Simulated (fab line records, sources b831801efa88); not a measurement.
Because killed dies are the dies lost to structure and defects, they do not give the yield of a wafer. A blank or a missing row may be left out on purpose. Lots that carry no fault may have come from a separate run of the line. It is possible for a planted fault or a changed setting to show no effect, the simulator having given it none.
fab line records ; flow sfqLine
[record] lots = 7; wafers = 21; lastDay = 94
route steps=325 shown I2@117 M3@118 I3@133
lots untouched by any fault: they come from a run of this same line in which no faults occurred
startH: the number of hours between the record's first day and the start of the first shown wafer of the lot ; waitH: hours from the lot's prior step to this one ; " same as the row above ; L1.1+2: one row covering several wafers at once ; - either no value or no given start ; * or withheld: withheld ; < > ~ a bound
route shown NAME@n: a module of which the file shows steps, and the number in the route of the first ; usual: average and standard deviation across the fault-free wafers ; same: alike in all rows ; chamber/n: place in a boat ; sites: per-site readings ; _std_site: the values' standard deviation ; _edge_site: the outer-site mean with the inner-site mean subtracted ; radiusMm: how far each site lies from the wafer's centre ; mask NAME#n: copy n ; behind: tool/chamber where the wafer was last shaped ; hold: the reason the lot was held/the length of the hold in hours/how it ended ; device: the transistor (n, p or np) that didn't switch ; end of line: the tests these same wafers got at the end of their route ; for a step that has no rows: nothing shown but its recipe ; killed: the dies lost at the first sort to structure and to defects; this is not the yield of the wafer ; map: shows each die of a wafer: x if killed, . if not, _ if none is there
set.NAME: the setting that was run; set.NAME@STEP: the one run at that earlier step ; model.NAME: the simulator's own value behind a step, which no gauge read
certain route steps with their lots: each step a table, each wafer a row
services: when a tool's chamber went out of use (startH, in hours from the record's first day, below 0 if earlier), for how many hours, and the reason
[[steps]]
[step SFQ_TRILAYER_I2_VIA_STRIP_SOLV_CLEAN_072]
[recipe] chemistry = NMP; tempC = 70; timeS = 600
[step SFQ_TRILAYER_M3_DEP_PRE_CLEAN_074]
[recipe] gas = Ar; timeS = 22.5; biasV = 250
[step SFQ_TRILAYER_M3_DEP_SPUTTER_073]
[recipe] material = Nb; basePressurePa = 1.33e-06; chamberPressurePa = 0.1333; substrateTempC = 20; resputterCathodeVoltageV = 400; targetThkNm = 200; powerW = 2000; timeS = 133.3
[usual] chamberPressurePa = 0.13332/0.00028; throttleValvePct = 29.9/0.91
lot.wafer;tool;chamber;startH;waitH;chamberPressurePa;throttleValvePct
L492.1;pvdSputter-03;-;530.23;0.0;0.13302;30.0
L492.2;pvdSputter-03;-;530.23;0.0;0.13312;29.3
L492.4;pvdSputter-03;-;530.23;0.0;0.13321;29.4
L498.1;pvdSputter-04;-;619.96;0.0;0.133;28.1
L498.2;pvdSputter-04;-;619.96;0.0;0.13337;30.6
L498.5;pvdSputter-04;-;619.96;0.0;0.13379;28.6
L499.1;pvdSputter-05;-;624.76;0.0;0.13352;30.3
L499.2;pvdSputter-05;-;624.76;0.0;0.13307;30.2
L499.3;pvdSputter-05;-;624.76;0.0;0.1335;32.1
L500.3;pvdSputter-03;-;636.76;0.0;0.13315;30.5
L500.4;pvdSputter-03;-;636.76;0.0;0.13292;30.3
L500.6;pvdSputter-03;-;636.76;0.0;0.13315;29.1
L502.1;pvdSputter-03;-;643.96;0.0;0.13319;29.8
L502.5;pvdSputter-03;-;643.96;0.0;0.13297;29.9
L502.6;pvdSputter-03;-;643.96;0.0;0.13373;29.5
L510.2;pvdSputter-03;-;705.50;0.0;0.13358;29.1
L510.3;pvdSputter-03;-;705.50;0.0;0.13358;30.1
L510.4;pvdSputter-03;-;705.50;0.0;0.1332;29.7
L511.2;pvdSputter-03;-;725.89;0.0;0.1332;29.9
L511.3;pvdSputter-03;-;725.89;0.0;0.13308;29.4
L511.6;pvdSputter-03;-;725.89;0.0;0.1329;30.1
[step SFQ_M3_RS_MEAS_919]
[recipe] thkMeasGauge = four-point-probe; reads = Nb_of_TRILAYER_M3_DEP_SPUTTER_073
[usual] M3_NB_RS = 0.889/0.01
lot.wafer;tool;chamber;startH;waitH;M3_NB_RS[ohm/sq]
L492.1;filmMetro-01;-;530.32;0.0;0.887
L492.2;filmMetro-01;-;530.32;0.0;0.891
L492.4;filmMetro-01;-;530.32;0.0;0.891
L498.1;filmMetro-01;-;620.05;0.0;0.898
L498.2;filmMetro-01;-;620.05;0.0;0.885
L498.5;filmMetro-01;-;620.05;0.0;0.875
L499.1;filmMetro-01;-;624.85;0.0;0.887
L499.2;filmMetro-01;-;624.85;0.0;0.894
L499.3;filmMetro-01;-;624.85;0.0;0.907
L500.3;filmMetro-04;-;636.89;0.1;0.881
L500.4;filmMetro-04;-;636.89;0.1;0.882
L500.6;filmMetro-04;-;636.89;0.1;0.888
L502.1;filmMetro-01;-;644.05;0.0;0.898
L502.5;filmMetro-01;-;644.05;0.0;0.892
L502.6;filmMetro-01;-;644.05;0.0;0.900
L510.2;filmMetro-04;-;705.61;0.1;0.890
L510.3;filmMetro-04;-;705.61;0.1;0.888
L510.4;filmMetro-04;-;705.61;0.1;0.890
L511.2;filmMetro-01;-;726.00;0.1;0.880
L511.3;filmMetro-01;-;726.00;0.1;0.883
L511.6;filmMetro-01;-;726.00;0.1;0.896
[step SFQ_TRILAYER_M3_LITHO_COAT_080]
[recipe] resist = BARC; spinRpm = 3000; resistThkNm = 62
[step SFQ_TRILAYER_M3_LITHO_COAT_075]
[recipe] resist = KrF; spinRpm = 3000; resistThkNm = 600
[step SFQ_TRILAYER_M3_LITHO_SOFTBAKE_079]
[recipe] tempC = withheld; timeS = withheld; resist = KrF
[step SFQ_TRILAYER_M3_LITHO_EXPOSE_076]
[recipe] maskId = M3; na = 0.6; sourceShape = conventional; sigmaOuter = 0.65; targetCdNm = 500; doseMj = 14.4
[step SFQ_TRILAYER_M3_LITHO_PEB_078]
[recipe] pebTempC = 115; pebTimeS = 60; resist = KrF
[step SFQ_TRILAYER_M3_LITHO_DEVELOP_077]
[recipe] timeS = 60; resist = KrF
[step SFQ_M3_OVL_MEAS_921]
[usual] M3_OVL = -2/6.4
lot.wafer;tool;chamber;startH;waitH;M3_OVL[nm]
L492.1;overlay-02;-;638.13;0.1;18
L492.2;overlay-02;-;638.13;0.1;10
L492.4;overlay-02;-;638.13;0.1;13
L498.1;overlay-02;-;761.45;0.1;8
L498.2;overlay-02;-;761.45;0.1;8
L498.5;overlay-02;-;761.45;0.1;5
L499.1;overlay-01;-;768.65;0.1;-5
L499.2;overlay-01;-;768.65;0.1;-10
L499.3;overlay-01;-;768.65;0.1;-4
L500.3;overlay-01;-;785.43;0.1;-6
L500.4;overlay-01;-;785.43;0.1;1
L500.6;overlay-01;-;785.43;0.1;-3
L502.1;overlay-02;-;796.22;0.1;13
L502.5;overlay-02;-;796.22;0.1;10
L502.6;overlay-02;-;796.22;0.1;16
L510.2;overlay-02;-;842.69;0.1;-8
L510.3;overlay-02;-;842.69;0.1;-7
L510.4;overlay-02;-;842.69;0.1;-6
L511.2;overlay-02;-;864.29;0.1;2
L511.3;overlay-02;-;864.29;0.1;-2
L511.6;overlay-02;-;864.29;0.1;0
[step SFQ_TRILAYER_M3_BARC_OPEN_METAL_ETCH_100]
[recipe] maskMaterial = PR; chemistry = O2; targetDepthNm = 125; target = BARC; icpW = 600; biasW = 80; pressureMtorr = 10; timeS = 41.7
[usual] biasW = 80.00/0.23; chamberPressureMTorr = 9.999/0.0092; drypumpMotorCurrentA = 5.9/0.66; heBacksideLeakSccm = 3.7/0.35; oesProductAu = 0.685/0.0046
lot.wafer;tool;chamber;startH;waitH;biasW;chamberPressureMTorr;drypumpMotorCurrentA;heBacksideLeakSccm;oesProductAu;rfHoursCounterH;model.KrF_of_TRILAYER_M3_LITHO_COAT_075.thkNm
L492.1;rieMetal-01;1;638.16;0.0;80.17;10.006;6.2;3.9;0.691;146;523.9
L492.2;rieMetal-01;0;638.16;0.0;80.12;10.010;6.5;4.9;0.681;140;524.7
L492.4;rieMetal-01;0;638.16;0.0;80.10;10.002;6.5;3.6;0.680;-;525.7
L498.1;rieMetal-04;0;761.49;0.0;-;-;-;-;-;-;575.6
L498.2;rieMetal-04;1;761.49;0.0;-;-;-;-;-;-;575.9
L498.5;rieMetal-04;0;761.49;0.0;-;-;-;-;-;-;573.3
L499.1;rieMetal-01;1;768.69;0.0;-;-;-;-;-;-;572.2
L499.2;rieMetal-01;1;768.69;0.0;-;-;-;-;-;-;571.5
L499.3;rieMetal-01;1;768.69;0.0;-;-;-;-;-;-;571.9
L500.3;rieMetal-02;0;785.47;0.0;-;-;-;-;-;-;574.7
L500.4;rieMetal-02;1;785.47;0.0;-;-;-;-;-;-;573.5
L500.6;rieMetal-02;1;785.47;0.0;-;-;-;-;-;-;573.6
L502.1;rieMetal-02;1;796.25;0.0;79.78;9.997;5.3;3.9;0.689;159;520.4
L502.5;rieMetal-02;0;796.25;0.0;79.92;9.993;4.6;3.7;0.694;-;519.9
L502.6;rieMetal-02;1;796.25;0.0;80.24;10.000;5.3;3.7;0.681;-;520.8
L510.2;rieMetal-02;1;842.72;0.0;80.06;9.996;5.3;3.9;0.690;165;525.2
L510.3;rieMetal-02;1;842.72;0.0;80.17;9.983;5.2;4.0;0.683;-;524.9
L510.4;rieMetal-02;0;842.72;0.0;80.24;10.001;4.6;3.6;0.674;-;525.6
L511.2;rieMetal-04;0;864.32;0.0;79.92;10.014;5.6;4.2;0.678;147;518.5
L511.3;rieMetal-04;1;864.32;0.0;79.85;10.016;6.6;3.7;0.689;-;519.4
L511.6;rieMetal-04;1;864.32;0.0;79.97;9.997;6.6;3.3;0.683;-;521
[step SFQ_TRILAYER_M3_ETCH_METAL_ETCH_078]
[recipe] target = Nb; stopOn = SiO2; maskMaterial = PR; chemistry = Cl2/Ar; targetDepthNm = 240; icpW = 600; biasW = 80; pressureMtorr = 10; timeS = 120
[usual] biasW = 80.00/0.26; chamberPressureMTorr = 9.999/0.009; drypumpMotorCurrentA = 5.9/0.66; heBacksideLeakSccm = 3.66/0.2; oesProductAu = 0.895/0.0073
lot.wafer;tool;chamber;startH;waitH;biasW;chamberPressureMTorr;drypumpMotorCurrentA;heBacksideLeakSccm;oesProductAu;rfHoursCounterH;model.KrF_of_TRILAYER_M3_LITHO_COAT_075.thkNm
L492.1;rieMetal-01;1;638.22;0.0;80.00;10.007;6.2;3.72;0.903;146;381.7
L492.2;rieMetal-01;0;638.22;0.0;80.44;10.005;6.6;3.52;0.888;140;382.2
L492.4;rieMetal-01;0;638.22;0.0;80.20;9.995;6.5;3.57;0.887;-;383.8
L498.1;rieMetal-04;0;761.55;0.0;79.87;10.016;5.6;3.11;0.374;134;431.8
L498.2;rieMetal-04;1;761.55;0.0;80.28;9.984;6.6;3.50;0.380;60;435.2
L498.5;rieMetal-04;0;761.55;0.0;80.07;9.986;5.6;2.94;0.368;-;429
L499.1;rieMetal-01;1;768.81;0.1;80.14;9.999;6.2;3.58;0.372;1;434.3
L499.2;rieMetal-01;1;768.81;0.1;80.24;10.004;6.2;3.55;0.374;-;433.1
L499.3;rieMetal-01;1;768.81;0.1;80.02;10.009;6.2;3.43;0.375;-;434.1
L500.3;rieMetal-02;0;785.55;0.1;79.89;10.005;4.6;3.47;0.381;-;433.3
L500.4;rieMetal-02;1;785.55;0.1;79.70;9.991;5.3;3.86;0.371;-;433.3
L500.6;rieMetal-02;1;785.55;0.1;79.82;9.985;5.3;3.91;0.371;-;433.2
L502.1;rieMetal-02;1;796.31;0.0;79.64;10.003;5.2;3.92;0.883;159;378.9
L502.5;rieMetal-02;0;796.31;0.0;79.90;10.006;4.6;3.73;0.895;-;377.8
L502.6;rieMetal-02;1;796.31;0.0;79.60;10.013;5.2;3.96;0.889;-;380
L510.2;rieMetal-02;1;842.78;0.0;80.08;10.008;5.3;3.60;0.895;165;383.6
L510.3;rieMetal-02;1;842.78;0.0;79.96;10.006;5.3;3.80;0.891;-;383.8
L510.4;rieMetal-02;0;842.78;0.0;79.99;10.001;4.6;3.60;0.889;-;384.1
L511.2;rieMetal-04;0;864.38;0.0;80.38;9.983;5.6;4.24;0.900;147;375.2
L511.3;rieMetal-04;1;864.38;0.0;79.46;9.997;6.6;3.77;0.902;-;379.1
L511.6;rieMetal-04;1;864.38;0.0;79.85;9.998;6.6;3.50;0.896;-;381.1
[step SFQ_TRILAYER_M3_STRIP_STRIP_079]
[recipe] gas = O2; powerW = 200; platenTempC = 40; overashFraction = 0.65; chemistry = O2; pressureMtorr = 50
[usual] drypumpMotorCurrentA = 5.9/0.66; heBacksideLeakSccm = 3.68/0.24; oesProductAu = 0.997/0.0098
lot.wafer;tool;chamber;startH;waitH;drypumpMotorCurrentA;heBacksideLeakSccm;oesProductAu;rfHoursCounterH
L492.1;rieMetal-01;1;638.35;0.1;6.3;3.78;1.001;146
L492.2;rieMetal-01;0;638.35;0.1;6.5;3.61;1.010;140
L492.4;rieMetal-01;0;638.35;0.1;6.5;3.58;1.001;-
L498.1;rieMetal-04;0;761.67;0.1;5.6;4.04;1.008;134
L498.2;rieMetal-04;1;761.67;0.1;6.6;3.31;0.987;60
L498.5;rieMetal-04;0;761.67;0.1;5.6;3.64;1.006;-
L499.1;rieMetal-01;1;769.06;0.2;6.2;3.51;0.988;2
L499.2;rieMetal-01;1;769.06;0.2;6.2;3.57;0.992;-
L499.3;rieMetal-01;1;769.06;0.2;6.2;3.67;0.982;-
L500.3;rieMetal-02;0;785.84;0.2;4.6;3.70;0.997;-
L500.4;rieMetal-02;1;785.84;0.2;5.3;3.83;1.003;-
L500.6;rieMetal-02;1;785.84;0.2;5.2;3.74;0.994;-
L502.1;rieMetal-02;1;796.44;0.1;5.2;3.63;0.994;159
L502.5;rieMetal-02;0;796.44;0.1;4.6;3.57;0.991;-
L502.6;rieMetal-02;1;796.44;0.1;5.2;3.78;0.995;-
L510.2;rieMetal-02;1;842.91;0.1;5.2;3.68;1.006;165
L510.3;rieMetal-02;1;842.91;0.1;5.3;3.83;1.004;-
L510.4;rieMetal-02;0;842.91;0.1;4.6;3.63;0.999;-
L511.2;rieMetal-04;0;864.51;0.1;5.6;3.68;1.020;147
L511.3;rieMetal-04;1;864.51;0.1;6.6;3.99;1.003;-
L511.6;rieMetal-04;1;864.51;0.1;6.6;3.82;0.997;-
[step SFQ_TRILAYER_M3_STRIP_SOLV_CLEAN_080]
[recipe] chemistry = NMP; tempC = 70; timeS = 600
[step SFQ_TRILAYER_I3_DEP_PECVD_081]
[recipe] material = SiO2; tempC = 150; timeS = 111.11; pressureTorr = 2.4; rfW = 183.3; precursor = SiH4/N2O; targetThkNm = 500
[step SFQ_TRILAYER_I3_CMP_CMP_082]
[recipe] material = SiO2; downForcePsi = 3; platenRpm = 60; padVelocityMS = 0.94248
[step SFQ_I3_BOW_MEAS_922]
[recipe] mode = bow
[usual] I3_BOW = 1/9.5
lot.wafer;tool;chamber;startH;waitH;I3_BOW[um]
L492.1;filmMetro-03;-;648.62;2.5;0
L492.2;filmMetro-03;-;648.62;2.5;4
L492.4;filmMetro-03;-;648.62;2.5;1
L498.1;filmMetro-01;-;780.98;1.5;10
L498.2;filmMetro-01;-;780.98;1.5;13
L498.5;filmMetro-01;-;780.98;1.5;-5
L499.1;filmMetro-01;-;784.17;2.0;-10
L499.2;filmMetro-01;-;784.17;2.0;-19
L499.3;filmMetro-01;-;784.17;2.0;-6
L500.3;filmMetro-02;-;802.21;1.5;-15
L500.4;filmMetro-02;-;802.21;1.5;-21
L500.6;filmMetro-02;-;802.21;1.5;-3
L502.1;filmMetro-01;-;808.80;1.5;4
L502.5;filmMetro-01;-;808.80;1.5;10
L502.6;filmMetro-01;-;808.80;1.5;12
L510.2;filmMetro-01;-;849.18;1.0;1
L510.3;filmMetro-01;-;849.18;1.0;1
L510.4;filmMetro-01;-;849.18;1.0;-5
L511.2;filmMetro-01;-;868.38;2.0;29
L511.3;filmMetro-01;-;868.38;2.0;20
L511.6;filmMetro-01;-;868.38;2.0;8
[step SFQ_TRILAYER_I3_METRO_MEASURE_083]
[usual] thkNm = 200.5/1.2
lot.wafer;tool;chamber;startH;waitH;thkNm
L492.1;filmMetro-03;-;648.74;0.1;201.5
L492.2;filmMetro-03;-;648.74;0.1;199.1
L492.4;filmMetro-03;-;648.74;0.1;200.0
L498.1;filmMetro-01;-;781.10;0.1;200.5
L498.2;filmMetro-01;-;781.10;0.1;202.2
L498.5;filmMetro-01;-;781.10;0.1;200.2
L499.1;filmMetro-01;-;784.29;0.1;200.3
L499.2;filmMetro-01;-;784.29;0.1;201.7
L499.3;filmMetro-01;-;784.29;0.1;199.9
L500.3;filmMetro-02;-;802.69;0.5;200.1
L500.4;filmMetro-02;-;802.69;0.5;200.9
L500.6;filmMetro-02;-;802.69;0.5;201.9
L502.1;filmMetro-01;-;808.92;0.1;201.5
L502.5;filmMetro-01;-;808.92;0.1;199.7
L502.6;filmMetro-01;-;808.92;0.1;199.0
L510.2;filmMetro-01;-;849.48;0.3;199.8
L510.3;filmMetro-01;-;849.48;0.3;200.4
L510.4;filmMetro-01;-;849.48;0.3;201.5
L511.2;filmMetro-01;-;868.68;0.3;201.3
L511.3;filmMetro-01;-;868.68;0.3;198.4
L511.6;filmMetro-01;-;868.68;0.3;198.9
[step SFQ_TRILAYER_I3_VIA_LITHO_COAT_090]
[recipe] resist = BARC; spinRpm = 3000; resistThkNm = 62
[step SFQ_TRILAYER_I3_VIA_LITHO_COAT_085]
[recipe] resist = KrF; spinRpm = 3000; resistThkNm = 650
[step SFQ_TRILAYER_I3_VIA_LITHO_SOFTBAKE_089]
[recipe] tempC = withheld; timeS = withheld; resist = KrF
[step SFQ_TRILAYER_I3_VIA_LITHO_EXPOSE_086]
[recipe] maskId = I3; na = 0.6; sourceShape = conventional; sigmaOuter = 0.65; targetCdNm = 500; doseMj = 21.3
[usual] exposureDoseMJCm2 = 21.300/0.019; focusOffsetNm = -0.1/0.51
lot.wafer;tool;chamber;startH;waitH;mask;exposureDoseMJCm2;focusOffsetNm
L492.1;krfScanner-02;0;-;-;I3#0;21.287;0.3
L492.2;krfScanner-02;0;-;-;I3#0;21.290;0.9
L492.4;krfScanner-02;0;-;-;I3#0;21.300;-0.3
L498.1;krfScanner-02;-;925.66;-;I3#0;-;-
L498.2;krfScanner-02;-;925.66;-;I3#0;-;-
L498.5;krfScanner-02;-;925.66;-;I3#0;-;-
L499.1;krfScanner-02;-;932.86;-;I3#0;-;-
L499.2;krfScanner-02;-;932.86;-;I3#0;-;-
L499.3;krfScanner-02;-;932.86;-;I3#0;-;-
L500.3;krfScanner-01;-;953.79;-;I3#0;-;-
L500.4;krfScanner-01;-;953.79;-;I3#0;-;-
L500.6;krfScanner-01;-;953.79;-;I3#0;-;-
L502.1;krfScanner-02;0;963.11;-;I3#0;21.297;-1.0
L502.5;krfScanner-02;0;963.11;-;I3#0;21.298;-0.4
L502.6;krfScanner-02;0;963.11;-;I3#0;21.301;-0.2
L510.2;krfScanner-01;0;1010.91;-;I3#0;21.311;-0.6
L510.3;krfScanner-01;0;1010.91;-;I3#0;21.294;-0.2
L510.4;krfScanner-01;0;1010.91;-;I3#0;21.281;0.0
L511.2;krfScanner-01;0;1027.71;-;I3#0;21.352;0.4
L511.3;krfScanner-01;0;1027.71;-;I3#0;21.328;-1.2
L511.6;krfScanner-01;0;1027.71;-;I3#0;21.301;-0.6
[step SFQ_TRILAYER_I3_VIA_LITHO_PEB_088]
[recipe] pebTempC = 115; pebTimeS = 60; resist = KrF
[step SFQ_TRILAYER_I3_VIA_LITHO_DEVELOP_087]
[recipe] timeS = 60; resist = KrF
[step SFQ_I3_OVL_MEAS_923]
[usual] I3_OVL = 0/6.4
lot.wafer;tool;chamber;startH;waitH;I3_OVL[nm]
L492.1;overlay-02;-;798.78;0.1;3
L492.2;overlay-02;-;798.78;0.1;-5
L492.4;overlay-02;-;798.78;0.1;-6
L498.1;overlay-02;-;927.16;0.1;-
L498.2;overlay-02;-;927.16;0.1;-
L498.5;overlay-02;-;927.16;0.1;-
L499.1;overlay-02;-;934.36;0.1;-
L499.2;overlay-02;-;934.36;0.1;-
L499.3;overlay-02;-;934.36;0.1;-
L500.3;overlay-01;-;954.90;0.1;-
L500.4;overlay-01;-;954.90;0.1;-
L500.6;overlay-01;-;954.90;0.1;-
L502.1;overlay-01;-;964.61;0.1;3
L502.5;overlay-01;-;964.61;0.1;2
L502.6;overlay-01;-;964.61;0.1;-1
L510.2;overlay-01;-;1012.21;0.1;-1
L510.3;overlay-01;-;1012.21;0.1;2
L510.4;overlay-01;-;1012.21;0.1;-3
L511.2;overlay-01;-;1029.01;0.1;-4
L511.3;overlay-01;-;1029.01;0.1;-10
L511.6;overlay-01;-;1029.01;0.1;-4
[step SFQ_TRILAYER_I3_VIA_BARC_OPEN_VIA_ETCH_121]
[recipe] maskMaterial = PR; chemistry = O2; targetDepthNm = 125; target = BARC; sourceW = 500; biasW = 80; pressureMtorr = 30; timeS = 41.7
[usual] biasW = 80.02/0.24; chamberPressureMTorr = 30.001/0.025; drypumpMotorCurrentA = 5.6/0.37; oesProductAu = 0.685/0.0048
lot.wafer;tool;chamber;startH;waitH;biasW;chamberPressureMTorr;drypumpMotorCurrentA;oesProductAu;rfHoursCounterH
L492.1;rieDiel-04;2;798.81;0.0;79.56;29.962;6.1;0.686;1
L492.2;rieDiel-04;1;798.81;0.0;79.52;30.035;5.2;0.685;27
L492.4;rieDiel-04;0;798.81;0.0;80.03;30.013;5.0;0.680;3
L498.1;rieDiel-04;0;927.20;0.0;79.96;30.000;5.0;0.684;5
L498.2;rieDiel-04;3;927.20;0.0;79.94;30.015;5.6;0.683;10
L498.5;rieDiel-04;1;927.20;0.0;79.58;29.926;5.2;0.685;-
L499.1;rieDiel-03;3;934.40;0.0;79.86;30.050;5.1;0.684;9
L499.2;rieDiel-03;1;934.40;0.0;79.61;29.996;5.8;0.678;5
L499.3;rieDiel-03;2;934.40;0.0;79.73;29.961;5.6;0.689;18
L500.3;rieDiel-04;1;954.93;0.0;79.76;30.005;5.1;0.694;1
L500.4;rieDiel-04;3;954.93;0.0;79.96;29.990;5.6;0.687;10
L500.6;rieDiel-04;1;954.93;0.0;79.89;30.026;5.1;0.688;-
L502.1;rieDiel-04;2;964.65;0.0;79.92;30.045;6.0;0.681;4
L502.5;rieDiel-04;0;964.65;0.0;79.92;29.995;5.0;0.688;-
L502.6;rieDiel-04;3;964.65;0.0;80.08;30.011;5.6;0.683;-
L510.2;rieDiel-01;3;1012.24;0.0;79.73;30.002;5.9;0.685;1
L510.3;rieDiel-01;0;1012.24;0.0;80.48;29.979;5.2;0.685;15
L510.4;rieDiel-01;1;1012.24;0.0;79.94;29.972;6.1;0.677;3
L511.2;rieDiel-04;1;1029.04;0.0;80.25;29.996;5.2;0.686;1
L511.3;rieDiel-04;2;1029.04;0.0;80.14;30.019;6.0;0.687;4
L511.6;rieDiel-04;2;1029.04;0.0;80.27;29.982;6.0;0.683;-
[step SFQ_TRILAYER_I3_VIA_ETCH_VIA_ETCH_088]
[recipe] target = SiO2; stopOn = Nb; maskMaterial = PR; taperDeg = 20; chemistry = CHF3; targetDepthNm = 260; sourceW = 500; biasW = 80; pressureMtorr = 30; timeS = withheld
[usual] biasW = 80.00/0.22; chamberPressureMTorr = 30.001/0.03; drypumpMotorCurrentA = 5.6/0.38; oesProductAu = 0.856/0.0058
lot.wafer;tool;chamber;startH;waitH;biasW;chamberPressureMTorr;drypumpMotorCurrentA;oesProductAu;model.I3.cdNm
L492.1;rieDiel-04;2;798.85;0.0;80.04;30.029;6.0;0.861;501.8
L492.2;rieDiel-04;1;798.85;0.0;79.96;30.025;5.2;0.848;500
L492.4;rieDiel-04;0;798.85;0.0;79.94;29.979;5.0;0.861;500
L498.1;rieDiel-04;0;927.24;0.0;79.95;30.018;5.0;0.377;-
L498.2;rieDiel-04;3;927.24;0.0;80.01;29.980;5.6;0.376;-
L498.5;rieDiel-04;1;927.24;0.0;80.00;30.000;5.2;0.372;-
L499.1;rieDiel-03;3;934.44;0.0;80.10;29.971;5.1;0.377;2.877
L499.2;rieDiel-03;1;934.44;0.0;80.15;29.967;5.8;0.372;2.832
L499.3;rieDiel-03;2;934.44;0.0;80.36;29.987;5.6;0.383;4.318
L500.3;rieDiel-04;1;954.97;0.0;80.12;29.990;5.2;0.366;-
L500.4;rieDiel-04;3;954.97;0.0;79.90;29.992;5.6;0.383;3.007
L500.6;rieDiel-04;1;954.97;0.0;80.02;30.067;5.2;0.379;-
L502.1;rieDiel-04;2;964.69;0.0;79.80;29.954;6.0;0.857;499.4
L502.5;rieDiel-04;0;964.69;0.0;80.13;30.035;5.0;0.856;499.2
L502.6;rieDiel-04;3;964.69;0.0;79.33;30.040;5.6;0.844;501.2
L510.2;rieDiel-01;3;1012.28;0.0;79.91;30.008;5.9;0.853;497.6
L510.3;rieDiel-01;0;1012.28;0.0;80.22;30.030;5.2;0.849;502.3
L510.4;rieDiel-01;1;1012.28;0.0;80.10;29.974;6.1;0.858;498.1
L511.2;rieDiel-04;1;1029.08;0.0;79.77;29.987;5.1;0.854;499.5
L511.3;rieDiel-04;2;1029.08;0.0;79.84;29.996;6.0;0.852;499
L511.6;rieDiel-04;2;1029.08;0.0;79.96;30.005;6.0;0.852;498.1
[step SFQ_TRILAYER_I3_VIA_STRIP_STRIP_089]
[recipe] gas = O2; powerW = 200; platenTempC = 40; overashFraction = 0.65; chemistry = O2; pressureMtorr = 50
[usual] drypumpMotorCurrentA = 6.1/0.36; heBacksideLeakSccm = 3.65/0.22; oesProductAu = 0.994/0.01
lot.wafer;tool;chamber;startH;waitH;drypumpMotorCurrentA;heBacksideLeakSccm;oesProductAu;rfHoursCounterH
L492.1;rieMetal-01;0;798.96;-;6.5;3.36;0.986;1
L492.2;rieMetal-01;1;798.96;-;6.1;3.59;0.987;9
L492.4;rieMetal-01;1;798.96;-;6.2;3.62;0.985;-
L498.1;rieMetal-04;1;927.35;-;6.6;3.72;0.994;81
L498.2;rieMetal-04;0;927.35;-;5.6;3.50;1.015;156
L498.5;rieMetal-04;0;927.35;-;5.6;3.83;1.006;-
L499.1;rieMetal-01;1;934.55;-;6.2;3.53;0.986;25
L499.2;rieMetal-01;0;934.55;-;6.5;3.53;0.994;17
L499.3;rieMetal-01;0;934.55;-;6.5;3.42;1.000;-
L500.3;rieMetal-03;0;955.28;-;5.9;4.10;0.992;-
L500.4;rieMetal-03;1;955.28;-;5.7;3.72;0.995;-
L500.6;rieMetal-03;0;955.28;-;5.9;3.96;1.003;-
L502.1;rieMetal-03;1;964.80;-;5.7;3.63;1.002;148
L502.5;rieMetal-03;1;964.80;-;5.7;3.62;1.007;-
L502.6;rieMetal-03;0;964.80;-;5.9;3.84;0.992;-
L510.2;rieMetal-01;1;1012.40;-;6.2;3.64;0.979;33
L510.3;rieMetal-01;0;1012.40;-;6.6;3.44;0.997;-
L510.4;rieMetal-01;1;1012.40;-;6.2;3.61;0.989;-
L511.2;rieMetal-04;1;1029.20;-;6.6;3.79;0.994;96
L511.3;rieMetal-04;0;1029.20;-;5.6;4.36;1.004;-
L511.6;rieMetal-04;1;1029.20;-;6.6;3.82;0.998;-
[[services]]
tool;chamber;startH;hours;kind
rieDiel-04;3;512.85;2.9;repair
rieMetal-04;-;532.80;2.8;pm
rieMetal-04;-;553.75;1.4;pm
filmMetro-01;-;571.27;0.7;pm
filmMetro-01;-;583.31;0.4;pm
rieMetal-04;1;587.62;3.4;repair
filmMetro-01;-;598.16;4.7;pm
rieDiel-04;0;610.47;5.3;repair
filmMetro-01;-;659.80;10.2;pm
pvdSputter-03;-;693.81;0.5;repair
rieDiel-04;1;702.71;10.5;repair
rieDiel-04;2;707.30;15.3;repair
filmMetro-01;-;729.88;1.5;pm
rieMetal-02;0;732.77;3.9;repair
rieMetal-01;0;763.11;11.3;repair
rieMetal-04;-;769.99;0.4;repair
rieMetal-01;-;821.76;0.6;repair
rieMetal-02;-;826.05;9.1;repair
rieMetal-04;-;883.18;0.6;repair
rieMetal-02;-;925.10;0.3;repair
rieMetal-04;1;958.72;2.3;repair
rieMetal-02;-;959.84;2.8;pm
rieDiel-04;-;977.97;14.6;pm
rieDiel-04;2;996.72;6.2;repair
[[key]]
[firstSign] step = SFQ_TRILAYER_M3_BARC_OPEN_METAL_ETCH_100; reading = toolRecord; direction = missing
[effect] step = SFQ_TRILAYER_M3_ETCH_METAL_ETCH_078; reading = oesProductAu; direction = down; sigmas = 72; usual = 0.895; struck = 0.374
[effect] step = SFQ_TRILAYER_I3_VIA_LITHO_EXPOSE_086; reading = toolRecord; direction = missing
[effect] step = SFQ_I3_OVL_MEAS_923; reading = I3_OVL; direction = missing
[effect] step = SFQ_TRILAYER_I3_VIA_ETCH_VIA_ETCH_088; reading = oesProductAu; direction = down; sigmas = 82; usual = 0.856; struck = 0.376
[modelEffect] step = SFQ_TRILAYER_M3_BARC_OPEN_METAL_ETCH_100; value = KrF_of_TRILAYER_M3_LITHO_COAT_075.thkNm; without = 522.1; struck = 573.6
[modelEffect] step = SFQ_TRILAYER_M3_ETCH_METAL_ETCH_078; value = KrF_of_TRILAYER_M3_LITHO_COAT_075.thkNm; without = 381.5; struck = 433
[modelEffect] step = SFQ_TRILAYER_I3_VIA_ETCH_VIA_ETCH_088; value = I3.cdNm; without = 501.8; struck = 3.259
metAt SFQ_TRILAYER_M3_BARC_OPEN_METAL_ETCH_100
struckWafers L498.1,L498.2,L498.5,L499.1,L499.2,L499.3,L500.3,L500.4,L500.6
onsetBetween 638.16 761.49
[fault] kind = skippedStepWhole; tool = rieMetal-01,rieMetal-02,rieMetal-04; chamber = -; onsetH = 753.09; steps = SFQ_TRILAYER_M3_BARC_OPEN_METAL_ETCH_100; scope = struckLotsOnly
